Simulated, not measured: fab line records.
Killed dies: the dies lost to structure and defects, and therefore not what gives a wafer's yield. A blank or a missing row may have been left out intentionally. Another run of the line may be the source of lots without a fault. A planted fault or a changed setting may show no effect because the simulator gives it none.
fab line records ; flow sky130
record lots=24; wafers=72; lastDay=50
route steps=708 shown CAPM@539 VIA3@575 CAP2M@606 METAL4@631
lots that met no fault: taken from a fault-free run of the same line
startH: hours from the record's first day to the start of the lot's first wafer shown ; waitH: time in hours since the lot's previous step ; " identical to the entry in the row above ; L1.1+2: a single row standing in for several wafers ; - either no value or no given start ; * or withheld: withheld ; < > ~ a bound
route shown NAME@n: NAME is a module with steps in the file, n the number in the route of the first one ; usual: the fault-free wafers' mean and standard deviation ; same: alike in all rows ; chamber/n: place in a boat ; sites: each site's reading ; _std_site: standard deviation across them ; _edge_site: inner sites' mean taken away from outer sites' mean ; radiusMm: for every site, how far away it sits from the centre of the wafer ; mask NAME#n: copy n ; behind: the tool/chamber that last shaped the wafer ; hold: the reason the lot was held/the length of the hold in hours/how it ended ; device: whichever transistor did not switch (one of n, p or np) ; end of line: the route-end tests of the same wafers ; a step with no rows: only its recipe ; killed: not the wafer's yield, but the dies lost to structure and defects at the first sort ; map: a wafer's dies, x killed, . not, _ none there
set.NAME: setting as actually run; set.NAME@STEP: the setting as run at that earlier step ; model.NAME: the simulator's own value behind a step, which no gauge read
route steps across a sampled set of lots; one table per step, one row per wafer
services: a tool's chamber out of use, with start hour (startH, from the record's first day; less than 0 if before it), hours out, and reason
## steps
# step SKY_CAPM_SPUTTER_02
# recipe material=TiN; targetThkNm=200; tempC=300; powerW=6500; timeS=166.7; chamberPressurePa=0.4
# usual throttleValvePct=30.3/1.2
lot.wafer;tool;chamber;startH;waitH;throttleValvePct
L074.1;pvdSputter-02;-;832.58;0.1;30.4
L074.3;pvdSputter-02;-;832.58;0.1;32.5
L074.5;pvdSputter-02;-;832.58;0.1;29.4
L075.2;pvdSputter-01;-;839.50;0.0;30.0
L075.5;pvdSputter-01;-;839.50;0.0;30.2
L075.6;pvdSputter-01;-;839.50;0.0;31.8
L076.1;pvdSputter-02;-;856.59;0.1;32.4
L076.4;pvdSputter-02;-;856.59;0.1;30.0
L076.5;pvdSputter-02;-;856.59;0.1;30.4
L077.2;pvdSputter-01;-;869.71;0.0;30.3
L077.4;pvdSputter-01;-;869.71;0.0;29.9
L077.5;pvdSputter-01;-;869.71;0.0;30.5
L078.1;pvdSputter-04;-;879.53;0.1;30.7
L078.5;pvdSputter-04;-;879.53;0.1;28.6
L078.6;pvdSputter-04;-;879.53;0.1;29.2
L079.1;pvdSputter-02;-;879.78;0.1;29.5
L079.3;pvdSputter-02;-;879.78;0.1;28.9
L079.4;pvdSputter-02;-;879.78;0.1;30.2
L080.1;pvdSputter-04;-;895.61;0.1;28.5
L080.2;pvdSputter-04;-;895.61;0.1;30.9
L080.3;pvdSputter-04;-;895.61;0.1;29.2
L081.1;pvdSputter-01;-;901.61;0.1;30.3
L081.2;pvdSputter-01;-;901.61;0.1;30.0
L081.5;pvdSputter-01;-;901.61;0.1;30.1
L082.1;pvdSputter-02;-;906.47;0.1;32.7
L082.2;pvdSputter-02;-;906.47;0.1;30.3
L082.4;pvdSputter-02;-;906.47;0.1;28.7
L083.3;pvdSputter-01;-;912.15;0.0;31.6
L083.5;pvdSputter-01;-;912.15;0.0;30.3
L083.6;pvdSputter-01;-;912.15;0.0;29.8
L084.1;pvdSputter-02;-;922.45;0.1;28.8
L084.2;pvdSputter-02;-;922.45;0.1;32.5
L084.3;pvdSputter-02;-;922.45;0.1;29.3
L086.1;pvdSputter-01;-;926.84;0.1;30.1
L086.3;pvdSputter-01;-;926.84;0.1;30.2
L086.5;pvdSputter-01;-;926.84;0.1;30.5
L085.2;pvdSputter-02;-;928.51;0.0;32.5
L085.5;pvdSputter-02;-;928.51;0.0;28.7
L085.6;pvdSputter-02;-;928.51;0.0;30.3
L087.1;pvdSputter-04;-;941.34;0.1;30.8
L087.3;pvdSputter-04;-;941.34;0.1;30.7
L087.6;pvdSputter-04;-;941.34;0.1;30.4
L088.2;pvdSputter-02;-;942.86;0.0;29.4
L088.3;pvdSputter-02;-;942.86;0.0;32.6
L088.4;pvdSputter-02;-;942.86;0.0;28.8
L089.2;pvdSputter-02;-;953.62;0.0;28.9
L089.5;pvdSputter-02;-;953.62;0.0;30.2
L089.6;pvdSputter-02;-;953.62;0.0;32.8
L090.3;pvdSputter-01;-;964.02;0.0;30.2
L090.5;pvdSputter-01;-;964.02;0.0;31.5
L090.6;pvdSputter-01;-;964.02;0.0;30.3
L091.3;pvdSputter-02;-;965.77;0.0;29.4
L091.4;pvdSputter-02;-;965.77;0.0;28.6
L091.6;pvdSputter-02;-;965.77;0.0;32.5
L093.4;pvdSputter-02;-;1012.49;0.0;29.4
L093.5;pvdSputter-02;-;1012.49;0.0;32.2
L093.6;pvdSputter-02;-;1012.49;0.0;29.5
L094.1;pvdSputter-01;-;1012.79;0.1;31.6
L094.3;pvdSputter-01;-;1012.79;0.1;30.0
L094.4;pvdSputter-01;-;1012.79;0.1;30.1
L092.2;pvdSputter-02;-;1012.82;0.0;29.1
L092.4;pvdSputter-02;-;1012.82;0.0;32.5
L092.5;pvdSputter-02;-;1012.82;0.0;32.6
L095.1;pvdSputter-01;-;1013.09;0.1;30.4
L095.3;pvdSputter-01;-;1013.09;0.1;30.4
L095.5;pvdSputter-01;-;1013.09;0.1;31.4
L096.2;pvdSputter-02;-;1015.50;0.0;32.7
L096.3;pvdSputter-02;-;1015.50;0.0;28.6
L096.6;pvdSputter-02;-;1015.50;0.0;28.4
L097.4;pvdSputter-02;-;1018.77;0.0;32.6
L097.5;pvdSputter-02;-;1018.77;0.0;30.4
L097.6;pvdSputter-02;-;1018.77;0.0;32.6
# step SKY_VIA3_CMP_02
# recipe material=SiO2; downForcePsi=4; platenRpm=60; padVelocityMS=0.94248
# usual motorCurrentA=11.8/1.1; slurryFlowMlMin=149.9/0.43
lot.wafer;tool;chamber;startH;waitH;motorCurrentA;slurryFlowMlMin
L074.3;cmp-01;3;886.08;0.0;10.4;149.6
L074.1;cmp-01;2;886.08;0.0;12.1;149.7
L074.5;cmp-01;0;886.08;0.0;10.7;150.2
L075.2;cmp-01;2;892.85;0.0;12.4;150.6
L075.5;cmp-01;2;892.85;0.0;12.0;150.0
L075.6;cmp-01;3;892.85;0.0;10.7;150.5
L076.1;cmp-02;3;908.84;0.1;13.2;150.3
L076.4;cmp-02;1;908.84;0.1;11.4;149.9
L076.5;cmp-02;3;908.84;0.1;13.6;150.2
L077.4;cmp-02;2;922.99;0.0;12.1;150.2
L077.2;cmp-02;0;922.99;0.0;11.9;149.9
L077.5;cmp-02;2;922.99;0.0;11.8;150.3
L078.1;cmp-02;2;931.69;0.1;12.0;149.4
L078.5;cmp-02;2;931.69;0.1;11.6;150.2
L078.6;cmp-02;3;931.69;0.1;14.0;149.6
L079.1;cmp-02;3;932.07;0.1;13.0;150.0
L079.3;cmp-02;0;932.07;0.1;12.5;149.2
L079.4;cmp-02;1;932.07;0.1;10.6;149.6
L080.1;cmp-01;2;946.45;0.1;11.7;149.3
L080.2;cmp-01;3;946.45;0.1;10.9;150.4
L080.3;cmp-01;1;946.45;0.1;10.0;149.5
L081.1;cmp-02;1;952.07;0.1;10.8;149.9
L081.2;cmp-02;2;952.07;0.1;11.8;150.8
L081.5;cmp-02;3;952.07;0.1;13.6;149.7
L082.2;cmp-02;0;958.29;0.2;12.0;150.0
L082.1;cmp-02;2;958.29;0.2;11.6;149.0
L082.4;cmp-02;3;958.29;0.2;13.6;150.0
L083.3;cmp-02;0;963.88;0.2;12.3;150.5
L083.6;cmp-02;2;963.88;0.2;11.5;149.9
L083.5;cmp-02;3;963.88;0.2;13.4;150.1
L084.3;cmp-02;3;972.46;0.0;13.6;149.7
L084.2;cmp-02;0;972.46;0.0;12.6;149.8
L084.1;cmp-02;1;972.46;0.0;10.4;149.7
L086.3;cmp-02;3;976.48;0.0;13.9;150.7
L086.1;cmp-02;0;976.48;0.0;12.8;149.7
L086.5;cmp-02;3;976.48;0.0;13.6;150.2
L085.2;cmp-01;3;979.39;0.2;11.3;150.1
L085.6;cmp-01;0;979.39;0.2;11.1;150.0
L085.5;cmp-01;1;979.39;0.2;9.6;149.6
L087.1;cmp-02;2;990.79;0.1;11.5;149.5
L087.3;cmp-02;1;990.79;0.1;10.1;150.2
L087.6;cmp-02;3;990.79;0.1;13.9;149.8
L088.2;cmp-02;1;992.49;0.1;11.0;150.1
L088.3;cmp-02;2;992.49;0.1;11.6;149.9
L088.4;cmp-02;3;992.49;0.1;12.8;149.7
L089.2;cmp-02;0;1002.79;0.3;12.2;150.2
L089.6;cmp-02;0;1002.79;0.3;13.1;149.5
L089.5;cmp-02;1;1002.79;0.3;10.3;150.0
L090.3;cmp-02;3;1012.63;0.3;13.7;149.8
L090.6;cmp-02;2;1012.63;0.3;11.1;150.1
L090.5;cmp-02;3;1012.63;0.3;13.3;149.1
L091.3;cmp-02;2;1014.66;0.2;11.7;150.5
L091.4;cmp-02;0;1014.66;0.2;12.5;150.4
L091.6;cmp-02;1;1014.66;0.2;10.4;149.6
L094.4;cmp-02;0;1057.94;0.0;12.6;150.3
L094.3;cmp-02;2;1057.94;0.0;11.4;148.7
L094.1;cmp-02;3;1057.94;0.0;13.7;149.8
L093.4;cmp-01;1;1058.18;0.2;10.5;150.0
L093.5;cmp-01;2;1058.18;0.2;11.8;149.8
L093.6;cmp-01;3;1058.18;0.2;10.7;150.3
L095.3;cmp-02;3;1059.86;0.0;14.0;149.5
L095.1;cmp-02;0;1059.86;0.0;13.1;150.3
L095.5;cmp-02;0;1059.86;0.0;11.9;149.4
L092.2;cmp-01;0;1059.88;0.0;10.8;149.6
L092.4;cmp-01;1;1059.88;0.0;9.8;150.7
L092.5;cmp-01;1;1059.88;0.0;10.6;150.2
L096.3;cmp-02;2;1062.34;0.1;11.2;150.0
L096.2;cmp-02;0;1062.34;0.1;12.1;149.5
L096.6;cmp-02;2;1062.34;0.1;12.0;150.8
L097.4;cmp-01;1;1063.79;0.1;10.7;150.4
L097.5;cmp-01;0;1063.79;0.1;10.6;150.3
L097.6;cmp-01;1;1063.79;0.1;9.7;150.5
# step SKY_VIA3_CVD_21
# recipe material=W; targetThkNm=390; timeS=117.31; tempC=400; pressureTorr=40
# usual heaterPowerW=806/73
lot.wafer;tool;chamber;startH;waitH;heaterPowerW;sinceWetCleanH
L074.1;cvdW-01;1;913.06;0.0;893;509
L074.3;cvdW-01;0;913.06;0.0;734;-
L074.5;cvdW-01;0;913.06;0.0;712;-
L075.2;cvdW-02;0;919.37;0.0;753;1
L075.5;cvdW-02;0;919.37;0.0;754;-
L075.6;cvdW-02;1;919.37;0.0;796;-
L076.1;cvdW-01;0;934.53;0.0;743;531
L076.4;cvdW-01;0;934.53;0.0;729;-
L076.5;cvdW-01;1;934.53;0.0;889;-
L077.2;cvdW-02;0;948.97;0.0;749;31
L077.4;cvdW-02;1;948.97;0.0;812;-
L077.5;cvdW-02;0;948.97;0.0;759;-
L078.1;cvdW-02;1;957.00;0.0;783;39
L078.5;cvdW-02;1;957.00;0.0;789;-
L078.6;cvdW-02;0;957.00;0.0;786;-
L079.1;cvdW-02;1;957.69;0.0;783;40
L079.3;cvdW-02;0;957.69;0.0;774;-
L079.4;cvdW-02;1;957.69;0.0;791;-
L080.1;cvdW-02;1;971.90;0.0;787;54
L080.2;cvdW-02;0;971.90;0.0;760;54
L080.3;cvdW-02;0;971.90;0.0;761;-
L081.1;cvdW-02;0;976.41;0.0;772;58
L081.2;cvdW-02;1;976.41;0.0;786;58
L081.5;cvdW-02;0;976.41;0.0;755;-
L082.1;cvdW-01;1;982.66;0.0;892;579
L082.2;cvdW-01;0;982.66;0.0;740;579
L082.4;cvdW-01;1;982.66;0.0;897;-
L083.3;cvdW-01;0;988.39;0.1;726;-
L083.5;cvdW-01;0;988.39;0.1;709;-
L083.6;cvdW-01;1;988.39;0.1;892;-
L084.1;cvdW-02;1;996.76;0.0;806;79
L084.2;cvdW-02;0;996.76;0.0;766;79
L084.3;cvdW-02;1;996.76;0.0;793;-
L086.1;cvdW-01;0;1001.09;0.0;737;597
L086.3;cvdW-01;1;1001.09;0.0;898;-
L086.5;cvdW-01;0;1001.09;0.0;739;-
L085.2;cvdW-01;1;1004.68;0.0;876;601
L085.5;cvdW-01;1;1004.68;0.0;876;-
L085.6;cvdW-01;0;1004.68;0.0;730;-
L087.1;cvdW-01;1;1015.03;0.0;898;611
L087.3;cvdW-01;0;1015.03;0.0;752;-
L087.6;cvdW-01;1;1015.03;0.0;884;-
L088.2;cvdW-01;0;1016.62;0.0;730;613
L088.3;cvdW-01;0;1016.62;0.0;742;-
L088.4;cvdW-01;1;1016.62;0.0;889;-
L089.2;cvdW-01;0;1026.15;0.0;723;622
L089.5;cvdW-01;1;1026.15;0.0;909;-
L089.6;cvdW-01;0;1026.15;0.0;736;-
L090.3;cvdW-01;1;1035.95;0.1;892;-
L090.5;cvdW-01;1;1035.95;0.1;905;-
L090.6;cvdW-01;0;1035.95;0.1;738;-
L091.3;cvdW-01;1;1038.15;0.1;909;-
L091.4;cvdW-01;0;1038.15;0.1;728;-
L091.6;cvdW-01;0;1038.15;0.1;732;-
L094.1;cvdW-01;1;1080.16;0.0;921;676
L094.3;cvdW-01;1;1080.16;0.0;899;-
L094.4;cvdW-01;0;1080.16;0.0;723;-
L093.4;cvdW-01;0;1080.74;0.1;734;-
L093.5;cvdW-01;0;1080.74;0.1;750;-
L093.6;cvdW-01;1;1080.74;0.1;903;-
L095.1;cvdW-01;1;1081.82;0.0;909;678
L095.3;cvdW-01;1;1081.82;0.0;885;-
L095.5;cvdW-01;0;1081.82;0.0;742;-
L092.2;cvdW-01;0;1082.10;0.0;744;678
L092.4;cvdW-01;1;1082.10;0.0;910;-
L092.5;cvdW-01;0;1082.10;0.0;733;-
L096.2;cvdW-01;1;1084.47;0.0;895;680
L096.3;cvdW-01;0;1084.47;0.0;725;-
L096.6;cvdW-01;0;1084.47;0.0;731;-
L097.4;cvdW-01;1;1085.80;0.1;909;-
L097.5;cvdW-01;0;1085.80;0.1;747;-
L097.6;cvdW-01;1;1085.80;0.1;904;-
# step SKY_VIA3_THK_MEAS_23
# recipe thkMeasGauge=xrf; reads=W_of_VIA3_CVD_21
# usual VIA3_W_THK=367/5.1
lot.wafer;tool;chamber;startH;waitH;VIA3_W_THK[nm]
L074.1;filmMetro-03;-;913.31;0.1;379
L074.3;filmMetro-03;-;913.31;0.1;375
L074.5;filmMetro-03;-;913.31;0.1;377
L075.2;filmMetro-03;-;919.62;0.1;374
L075.5;filmMetro-03;-;919.62;0.1;372
L075.6;filmMetro-03;-;919.62;0.1;375
L076.1;filmMetro-01;-;934.77;0.1;353
L076.4;filmMetro-01;-;934.77;0.1;355
L076.5;filmMetro-01;-;934.77;0.1;359
L077.2;filmMetro-02;-;949.22;0.1;367
L077.4;filmMetro-02;-;949.22;0.1;368
L077.5;filmMetro-02;-;949.22;0.1;366
L078.1;filmMetro-03;-;957.24;0.1;370
L078.5;filmMetro-03;-;957.24;0.1;367
L078.6;filmMetro-03;-;957.24;0.1;372
L079.1;filmMetro-02;-;957.93;0.1;368
L079.3;filmMetro-02;-;957.93;0.1;366
L079.4;filmMetro-02;-;957.93;0.1;364
L080.1;filmMetro-03;-;972.14;0.1;375
L080.2;filmMetro-03;-;972.14;0.1;374
L080.3;filmMetro-03;-;972.14;0.1;376
L081.1;filmMetro-02;-;976.65;0.1;373
L081.2;filmMetro-02;-;976.65;0.1;366
L081.5;filmMetro-02;-;976.65;0.1;370
L082.1;filmMetro-01;-;982.90;0.1;372
L082.2;filmMetro-01;-;982.90;0.1;361
L082.4;filmMetro-01;-;982.90;0.1;370
L083.3;filmMetro-01;-;988.61;0.1;359
L083.5;filmMetro-01;-;988.61;0.1;364
L083.6;filmMetro-01;-;988.61;0.1;366
L084.1;filmMetro-01;-;997.01;0.1;364
L084.2;filmMetro-01;-;997.01;0.1;369
L084.3;filmMetro-01;-;997.01;0.1;365
L086.1;filmMetro-03;-;1001.33;0.1;364
L086.3;filmMetro-03;-;1001.33;0.1;370
L086.5;filmMetro-03;-;1001.33;0.1;366
L085.2;filmMetro-03;-;1004.93;0.1;367
L085.5;filmMetro-03;-;1004.93;0.1;364
L085.6;filmMetro-03;-;1004.93;0.1;360
L087.1;filmMetro-02;-;1015.27;0.1;362
L087.3;filmMetro-02;-;1015.27;0.1;361
L087.6;filmMetro-02;-;1015.27;0.1;362
L088.2;filmMetro-01;-;1016.87;0.1;362
L088.3;filmMetro-01;-;1016.87;0.1;355
L088.4;filmMetro-01;-;1016.87;0.1;363
L089.2;filmMetro-03;-;1026.40;0.1;368
L089.5;filmMetro-03;-;1026.40;0.1;368
L089.6;filmMetro-03;-;1026.40;0.1;366
L090.3;filmMetro-01;-;1036.17;0.1;370
L090.5;filmMetro-01;-;1036.17;0.1;375
L090.6;filmMetro-01;-;1036.17;0.1;370
L091.3;filmMetro-03;-;1038.37;0.1;377
L091.4;filmMetro-03;-;1038.37;0.1;373
L091.6;filmMetro-03;-;1038.37;0.1;375
L094.1;filmMetro-03;-;1080.40;0.1;373
L094.3;filmMetro-03;-;1080.40;0.1;367
L094.4;filmMetro-03;-;1080.40;0.1;364
L093.4;filmMetro-03;-;1080.98;0.1;368
L093.5;filmMetro-03;-;1080.98;0.1;363
L093.6;filmMetro-03;-;1080.98;0.1;365
L095.1;filmMetro-01;-;1082.06;0.1;371
L095.3;filmMetro-01;-;1082.06;0.1;372
L095.5;filmMetro-01;-;1082.06;0.1;365
L092.2;filmMetro-02;-;1082.35;0.1;362
L092.4;filmMetro-02;-;1082.35;0.1;365
L092.5;filmMetro-02;-;1082.35;0.1;365
L096.2;filmMetro-01;-;1084.72;0.1;368
L096.3;filmMetro-01;-;1084.72;0.1;367
L096.6;filmMetro-01;-;1084.72;0.1;370
L097.4;filmMetro-01;-;1086.03;0.1;372
L097.5;filmMetro-01;-;1086.03;0.1;365
L097.6;filmMetro-01;-;1086.03;0.1;367
# step SKY_CAP2M_RS_MEAS_03
# recipe thkMeasGauge=four-point-probe; reads=TiN_of_CAP2M_SPUTTER_02
# usual CAP2M_TIN_RS=6.91/0.067
lot.wafer;tool;chamber;startH;waitH;CAP2M_TIN_RS[ohm/sq]
L074.1;filmMetro-04;-;914.22;0.1;6.95
L074.3;filmMetro-04;-;914.22;0.1;6.97
L074.5;filmMetro-04;-;914.22;0.1;6.92
L075.2;filmMetro-04;-;920.34;0.1;6.93
L075.5;filmMetro-04;-;920.34;0.1;6.93
L075.6;filmMetro-04;-;920.34;0.1;6.91
L076.1;filmMetro-02;-;935.48;0.1;6.97
L076.4;filmMetro-02;-;935.48;0.1;6.96
L076.5;filmMetro-02;-;935.48;0.1;6.98
L077.2;filmMetro-03;-;950.11;0.1;6.89
L077.4;filmMetro-03;-;950.11;0.1;6.85
L077.5;filmMetro-03;-;950.11;0.1;6.88
L078.1;filmMetro-04;-;957.95;0.1;6.91
L078.5;filmMetro-04;-;957.95;0.1;6.89
L078.6;filmMetro-04;-;957.95;0.1;6.92
L079.1;filmMetro-04;-;958.64;0.1;6.96
L079.3;filmMetro-04;-;958.64;0.1;6.95
L079.4;filmMetro-04;-;958.64;0.1;6.89
L080.1;filmMetro-02;-;972.85;0.1;6.87
L080.2;filmMetro-02;-;972.85;0.1;6.84
L080.3;filmMetro-02;-;972.85;0.1;6.82
L081.1;filmMetro-02;-;977.43;0.1;6.87
L081.2;filmMetro-02;-;977.43;0.1;6.81
L081.5;filmMetro-02;-;977.43;0.1;6.86
L082.1;filmMetro-04;-;983.61;0.1;6.86
L082.2;filmMetro-04;-;983.61;0.1;6.91
L082.4;filmMetro-04;-;983.61;0.1;6.82
L083.3;filmMetro-04;-;989.34;0.1;6.90
L083.5;filmMetro-04;-;989.34;0.1;6.86
L083.6;filmMetro-04;-;989.34;0.1;6.94
L084.1;filmMetro-03;-;997.71;0.1;6.99
L084.2;filmMetro-03;-;997.71;0.1;6.89
L084.3;filmMetro-03;-;997.71;0.1;6.93
L086.1;filmMetro-02;-;1002.03;0.1;6.82
L086.3;filmMetro-02;-;1002.03;0.1;6.88
L086.5;filmMetro-02;-;1002.03;0.1;6.86
L085.2;filmMetro-03;-;1009.65;0.1;6.96
L085.5;filmMetro-03;-;1009.65;0.1;6.88
L085.6;filmMetro-03;-;1009.65;0.1;6.91
L087.1;filmMetro-03;-;1015.98;0.1;6.86
L087.3;filmMetro-03;-;1015.98;0.1;6.88
L087.6;filmMetro-03;-;1015.98;0.1;6.87
L088.2;filmMetro-03;-;1017.88;0.1;6.97
L088.3;filmMetro-03;-;1017.88;0.1;7.03
L088.4;filmMetro-03;-;1017.88;0.1;6.98
L089.2;filmMetro-02;-;1027.12;0.1;6.95
L089.5;filmMetro-02;-;1027.12;0.1;6.97
L089.6;filmMetro-02;-;1027.12;0.1;6.90
L090.3;filmMetro-03;-;1036.90;0.1;6.94
L090.5;filmMetro-03;-;1036.90;0.1;6.99
L090.6;filmMetro-03;-;1036.90;0.1;6.97
L091.3;filmMetro-03;-;1039.09;0.1;6.87
L091.4;filmMetro-03;-;1039.09;0.1;6.84
L091.6;filmMetro-03;-;1039.09;0.1;6.96
L094.1;filmMetro-02;-;1081.11;0.1;7.09
L094.3;filmMetro-02;-;1081.11;0.1;7.11
L094.4;filmMetro-02;-;1081.11;0.1;7.07
L093.4;filmMetro-04;-;1081.71;0.1;6.84
L093.5;filmMetro-04;-;1081.71;0.1;6.82
L093.6;filmMetro-04;-;1081.71;0.1;6.83
L095.1;filmMetro-02;-;1082.78;0.1;6.99
L095.3;filmMetro-02;-;1082.78;0.1;6.97
L095.5;filmMetro-02;-;1082.78;0.1;6.94
L092.2;filmMetro-04;-;1083.07;0.1;6.81
L092.4;filmMetro-04;-;1083.07;0.1;6.77
L092.5;filmMetro-04;-;1083.07;0.1;6.79
L096.2;filmMetro-03;-;1085.47;0.1;6.88
L096.3;filmMetro-03;-;1085.47;0.1;6.89
L096.6;filmMetro-03;-;1085.47;0.1;6.87
L097.4;filmMetro-04;-;1086.78;0.1;6.95
L097.5;filmMetro-04;-;1086.78;0.1;6.88
L097.6;filmMetro-04;-;1086.78;0.1;6.82
# step SKY_METAL4_DESCUM_15
# recipe chemistry=O2; sourcePowerW=150; biasPowerW=0; pressureMtorr=10; tempC=40; timeS=8
# usual drypumpMotorCurrentA=5.7/0.57; oesProductAu=0.999/0.0072; rfFwdPowerW=146.7/0.75
# same biasPowerW=0
lot.wafer;tool;chamber;startH;waitH;drypumpMotorCurrentA;oesProductAu;rfFwdPowerW;rfHoursCounterH
L074.1;rieMetal-02;1;963.60;0.0;5.4;0.984;146.7;17
L074.3;rieMetal-02;0;963.60;0.0;6.4;0.989;146.6;-
L074.5;rieMetal-02;1;963.60;0.0;5.4;0.988;146.6;-
L075.2;rieMetal-01;1;969.25;0.0;5.8;1.005;147.4;15
L075.5;rieMetal-01;1;969.25;0.0;5.7;1.014;147.0;-
L075.6;rieMetal-01;0;969.25;0.0;5.1;0.993;148.2;-
L076.1;rieMetal-02;0;982.89;0.0;6.4;0.996;145.8;12
L076.4;rieMetal-02;0;982.89;0.0;6.4;1.002;146.1;-
L076.5;rieMetal-02;0;982.89;0.0;6.4;0.998;145.8;-
L077.2;rieMetal-02;1;997.50;0.0;5.4;1.003;146.2;1
L077.4;rieMetal-02;1;997.50;0.0;5.3;0.997;146.1;-
L077.5;rieMetal-02;1;997.50;0.0;5.4;1.005;146.5;-
L078.1;rieMetal-03;0;1005.16;0.0;6.4;0.991;146.6;10
L078.5;rieMetal-03;1;1005.16;0.0;4.7;1.003;146.5;-
L078.6;rieMetal-03;0;1005.16;0.0;6.4;1.002;146.9;-
L079.1;rieMetal-02;0;1007.34;0.0;6.4;1.000;147.1;13
L079.3;rieMetal-02;1;1007.34;0.0;5.4;0.990;146.9;-
L079.4;rieMetal-02;0;1007.34;0.0;6.3;1.003;147.2;-
L080.1;rieMetal-03;1;1018.70;0.0;4.7;1.002;146.8;15
L080.2;rieMetal-03;0;1018.70;0.0;6.4;1.009;146.6;11
L080.3;rieMetal-03;1;1018.70;0.0;4.7;1.010;145.9;-
L081.1;rieMetal-01;1;1024.04;0.0;5.8;0.995;147.8;18
L081.2;rieMetal-01;0;1024.04;0.0;5.2;0.995;148.1;12
L081.5;rieMetal-01;0;1024.04;0.0;5.1;0.994;147.9;-
L082.1;rieMetal-01;0;1029.55;0.0;5.1;0.988;147.7;12
L082.2;rieMetal-01;1;1029.55;0.0;5.7;0.996;146.7;18
L082.4;rieMetal-01;1;1029.55;0.0;5.7;1.003;147.3;-
L083.3;rieMetal-01;1;1034.66;0.0;5.8;1.001;147.1;-
L083.5;rieMetal-01;1;1034.66;0.0;5.8;1.000;146.8;-
L083.6;rieMetal-01;0;1034.66;0.0;5.1;0.996;147.3;-
L084.1;rieMetal-02;0;1041.94;0.0;6.4;0.994;147.0;15
L084.2;rieMetal-02;1;1041.94;0.0;5.4;0.992;146.5;3
L084.3;rieMetal-02;1;1041.94;0.0;5.4;0.993;146.2;-
L086.1;rieMetal-02;1;1046.90;0.0;5.4;0.989;146.4;3
L086.3;rieMetal-02;0;1046.90;0.0;6.4;0.993;146.2;-
L086.5;rieMetal-02;1;1046.90;0.0;5.4;0.996;146.7;-
L085.2;rieMetal-02;1;1052.43;0.0;5.4;0.998;145.8;3
L085.5;rieMetal-02;1;1052.43;0.0;5.4;0.990;146.5;-
L085.6;rieMetal-02;0;1052.43;0.0;6.4;0.983;146.1;-
L087.1;rieMetal-02;1;1060.34;0.0;5.4;1.003;146.8;4
L087.3;rieMetal-02;0;1060.34;0.0;6.3;1.002;147.6;-
L087.6;rieMetal-02;0;1060.34;0.0;6.3;1.001;147.5;-
L088.2;rieMetal-02;0;1062.25;0.0;6.3;1.001;146.8;16
L088.3;rieMetal-02;0;1062.25;0.0;6.4;1.002;146.1;-
L088.4;rieMetal-02;1;1062.25;0.0;5.4;1.002;146.3;-
L089.2;rieMetal-01;1;1070.40;0.0;5.8;1.009;146.7;22
L089.5;rieMetal-01;0;1070.40;0.0;5.1;0.995;148.6;-
L089.6;rieMetal-01;1;1070.40;0.0;5.8;1.001;147.0;-
L090.3;rieMetal-03;1;1080.30;0.0;4.7;0.999;146.6;-
L090.5;rieMetal-03;0;1080.30;0.0;6.3;1.007;145.9;-
L090.6;rieMetal-03;1;1080.30;0.0;4.7;1.000;146.6;-
L091.3;rieMetal-01;1;1082.36;0.0;5.8;1.014;147.0;-
L091.4;rieMetal-01;0;1082.36;0.0;5.1;1.005;148.1;-
L091.6;rieMetal-01;0;1082.36;0.0;5.1;0.994;148.2;-
L094.1;rieMetal-02;1;1120.74;0.0;5.4;1.005;146.6;8
L094.3;rieMetal-02;0;1120.74;0.0;6.3;1.001;145.5;-
L094.4;rieMetal-02;1;1120.74;0.0;5.4;0.997;146.3;-
L093.4;rieMetal-02;0;1121.80;0.0;6.3;1.007;147.1;-
L093.5;rieMetal-02;1;1121.80;0.0;5.4;0.998;146.0;-
L093.6;rieMetal-02;0;1121.80;0.0;6.3;1.000;146.7;-
L095.1;rieMetal-03;1;1123.70;0.0;4.7;1.006;146.3;22
L095.3;rieMetal-03;1;1123.70;0.0;4.7;1.020;146.1;-
L095.5;rieMetal-03;1;1123.70;0.0;4.7;1.009;146.2;-
L092.2;rieMetal-01;0;1124.00;0.0;5.1;1.004;147.8;18
L092.4;rieMetal-01;0;1124.00;0.0;5.1;1.000;147.8;-
L092.5;rieMetal-01;0;1124.00;0.0;5.1;0.993;147.5;-
L096.2;rieMetal-02;1;1125.80;0.0;5.4;0.995;146.1;9
L096.3;rieMetal-02;0;1125.80;0.0;6.3;0.999;146.0;-
L096.6;rieMetal-02;0;1125.80;0.0;6.4;0.998;146.7;-
L097.4;rieMetal-02;1;1128.01;0.0;5.4;0.989;145.8;-
L097.5;rieMetal-02;1;1128.01;0.0;5.4;0.997;146.4;-
L097.6;rieMetal-02;0;1128.01;0.0;6.3;0.989;146.4;-
## services
tool;chamber;startH;hours;kind
cvdW-02;-;819.55;0.5;repair
cmp-02;-;821.57;5.7;pm
cmp-02;-;827.78;5.6;repair
cmp-02;-;833.09;1.8;repair
rieMetal-01;0;835.39;2.6;repair
pvdSputter-01;-;850.27;3.7;repair
cmp-02;-;856.40;9.6;pm
cvdW-01;-;857.00;6.9;pm
pvdSputter-02;-;885.21;1.6;repair
cmp-01;-;888.45;1.7;repair
cmp-01;-;890.97;1.5;repair
rieMetal-02;-;896.74;14.6;pm
pvdSputter-01;-;903.36;0.8;repair
cmp-02;-;912.00;4.0;pm
cvdW-01;-;944.12;14.6;pm
cmp-02;-;944.68;4.8;pm
cmp-02;-;949.66;0.6;repair
pvdSputter-02;-;963.30;0.5;repair
cmp-02;-;965.71;4.6;repair
pvdSputter-02;-;973.16;1.4;repair
cmp-02;-;1004.88;4.1;repair
cvdW-01;-;1009.78;0.9;repair
cmp-02;-;1031.79;3.7;repair
pvdSputter-01;-;1105.23;4.9;repair
## key
fault none
